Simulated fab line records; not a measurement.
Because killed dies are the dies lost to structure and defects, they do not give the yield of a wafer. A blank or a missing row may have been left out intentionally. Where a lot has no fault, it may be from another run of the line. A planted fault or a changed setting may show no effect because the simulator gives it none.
A struck lot beside a sound one + flow sky130 + 32 steps out of a route of 708
Sound: these wafers, L410.1, L410.2, L410.5. Struck: wafers L422.1, L422.4, L422.5. The cause comes at the end.
Per side, at each step with rows, come the tool, then ch with its chambers, and then its first start. Under that, the readings that differ: sound wafers + struck wafers + difference of the means + sigmas: that difference in standard deviations of wafers without a fault.
alike: a reading whose means differ by less than 2 such deviations, as well as words and numbers matching on both sides. not compared: withheld readings; readings where some wafer has no value; bounds like >300 that might hide an equal value; numbers whose values overlap and for which the record gives no deviation.
A row with sigmas, a row that says differs or no value, or rows on one side alone: a step with any of these is where the two part. Numbers that don't overlap but have no deviation are shown without sigmas and don't part them. Lack of a reading on every wafer of one side parts them only where that side has two or more wafers.

SKY_PWDE_OVL_MEAS_07:
  sound on overlay-01, day 4 01:26; struck on overlay-02, day 6 21:34
  alike: PWDE_OVL
after that, 1 step had no rows for these wafers: SKY_PWDE_IMPLANT_08.
SKY_PWDE_STRIP_09: strips in O2/N2.
  sound on plasma_asher-04 ch 0,1, day 4 01:37; struck on plasma_asher-03 ch 0,1, day 6 21:45
  alike: drypump_motor_current_A, oes_product_au, strip_time_to_endpoint_s
  not compared: rf_hours_counter_h
SKY_PWDE_TW_MEAS_10:
  sound on film_metro-02, day 4 01:44; struck on film_metro-01, day 6 21:51
  alike: PWDE_TW
then, 7 steps without rows for these wafers: SKY_NWELL_DEHYDRATE_03 (time 60 s); SKY_NWELL_HMDS_04 (prime time 60 s); SKY_NWELL_COAT_05 (resist thk 3000 nm); SKY_NWELL_SOFTBAKE_06; SKY_NWELL_EXPOSE_07 (exposes mask NWM, target cd 840 nm); SKY_NWELL_PEB_08; SKY_NWELL_DEVELOP_09 (develop time 60 s).
SKY_NWELL_OVL_MEAS_10:
  sound on overlay-01, day 4 18:39; struck on overlay-01, day 7 17:30
  alike: NWELL_00_OVL
SKY_NWELL_IMPLANT_11:
  sound on implanter-02 ch 0, day 4 18:41; struck on implanter-02 ch 0, day 7 17:32
| reading            | sound             | struck            | difference | sigmas |
|--------------------|-------------------|-------------------|------------|--------|
| beam_on_s (s)      | 10.15 9.76 10.11  | 8.14 7.81 8.06    | -2.00      | -9     |
| faraday_current_uA | 105.7 109.2 105.9 | 131.3 136.8 132.7 | +26.7      | +12    |
  alike: dose_ions_cm2, end_station_pressure_torr
then, 2 steps without rows for these wafers: SKY_NWELL_IMPLANT_12; SKY_NWELL_IMPLANT_13.
SKY_NWELL_STRIP_14: strips in O2/N2.
  sound on plasma_asher-03 ch 0,1, day 4 19:08; struck on plasma_asher-04 ch 1, day 7 17:59
  alike: drypump_motor_current_A, oes_product_au, strip_time_to_endpoint_s
  not compared: rf_hours_counter_h
SKY_NWELL_TW_MEAS_15:
  sound on film_metro-02, day 4 19:14; struck on film_metro-04, day 7 18:05
| reading  | sound          | struck         | difference | sigmas |
|----------|----------------|----------------|------------|--------|
| NWELL_TW | 1824 1824 1836 | 1722 1716 1724 | -107       | -13    |
then, 7 steps without rows for these wafers: SKY_NWELL_DEHYDRATE_16 (time 60 s); SKY_NWELL_HMDS_17 (prime time 60 s); SKY_NWELL_COAT_18 (resist thk 3000 nm); SKY_NWELL_SOFTBAKE_19; SKY_NWELL_EXPOSE_20 (exposes mask NWM COMPLEMENT, target cd 840 nm); SKY_NWELL_PEB_21; SKY_NWELL_DEVELOP_22 (develop time 60 s).
SKY_NWELL_OVL_MEAS_23:
  sound on overlay-02, day 5 14:06; struck on overlay-02, day 8 14:39
  alike: NWELL_01_OVL
after that, 1 step had no rows for these wafers: SKY_NWELL_IMPLANT_24.
SKY_NWELL_STRIP_25: strips in O2/N2.
  sound on plasma_asher-02 ch 0,1, day 5 14:17; struck on plasma_asher-02 ch 0,1, day 8 14:50
  alike: drypump_motor_current_A, oes_product_au, strip_time_to_endpoint_s
  not compared: rf_hours_counter_h
SKY_NWELL_TW_MEAS_26:
  sound on film_metro-04, day 5 14:23; struck on film_metro-01, day 8 14:56
  alike: NWELL_2_TW
then, 1 step without rows for these wafers: SKY_NWELL_CLEAN_27 (cleans in SC1/SC2, time 150 s).
SKY_NWELL_RTA_28: time 30 s.
  sound on rtp_anneal-01 ch 0, day 5 14:30; struck on rtp_anneal-02 ch 0, day 8 15:03
  alike: lamp_power_pct, wafer_temp_C_max
SKY_NWELL_RS_MEAS_29: the measuring method here is four-point-probe.
  sound on film_metro-02, day 5 14:36; struck on film_metro-04, day 8 15:09
| reading           | sound             | struck            | difference | sigmas |
|-------------------|-------------------|-------------------|------------|--------|
| NWELL_RS (ohm/sq) | 624.3 622.9 624.6 | 702.0 701.6 701.1 | +77.6      | +52    |
-- the record jumps here: 40 days lie between the struck wafers' starts before and after (it left off in module NWELL and takes up again in module PAD_OPEN, whose first step shown is number 708 of the route) --
SKY_PAD_OPEN_PROBE_99:
  sound on prober-01, day 46 01:56; struck on prober-01, day 49 02:20
| reading                                   | sound                         | struck                       | difference | sigmas |
|-------------------------------------------|-------------------------------|------------------------------|------------|--------|
| model.etest.nfet_16v.r_on_ohm_um          | 1.413e+04 1.395e+04 1.397e+04 | 1.53e+04 1.524e+04 1.526e+04 | +1.25e+03  |        |
| model.etest.res_nwell.line_ohm_um         | 1174 1139 1162                | 1305 1287 1319               | +145       |        |
| model.etest.res_nwell.rs_ohm_sq           | 968.6 950.7 938.9             | 1055 1040 1072               | +103       |        |
| model.etest.res_nwell.width_nm (nm)       | 828.3 827.3 822               | 819.1 814.6 821.1            | -7.6       |        |
| model.etest.pfet_16v.drive_ua_um          | 242.4 244.8 247.2             | 255.7 259.8 254.8            | +12.0      |        |
| model.etest.field_p.vt_v (V)              | -42.73 -41.6 -41.38           | -36.81 -36.15 -37.66         | +5.03      |        |
| model.etest.pfet_g5v0d10v5.off_log10_a_um | -12.74 -12.85 -12.66          | -11.98 -11.98 -11.7          | +0.86      |        |
| model.etest.pfet_01v8_lvt.off_log10_a_um  | -8.88 -8.788 -8.779           | -8.502 -8.427 -8.523         | +0.332     |        |
  alike: killed_at_M0_to_M3, killed_at_M4_up, killed_at_contacts, killed_at_front_end, killed_at_other, killed_dies, killed_open, killed_short

WHERE THEY PART
Last at SKY_NWELL_RS_MEAS_29 as far as this record goes, first at SKY_NWELL_IMPLANT_11. Later steps at which nothing parts them and some readings are alike: SKY_PAD_OPEN_PROBE_99.

WHY: the cause the simulator had injected
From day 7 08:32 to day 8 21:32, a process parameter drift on implanter-02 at SKY_NWELL_IMPLANT_11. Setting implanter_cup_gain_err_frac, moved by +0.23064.
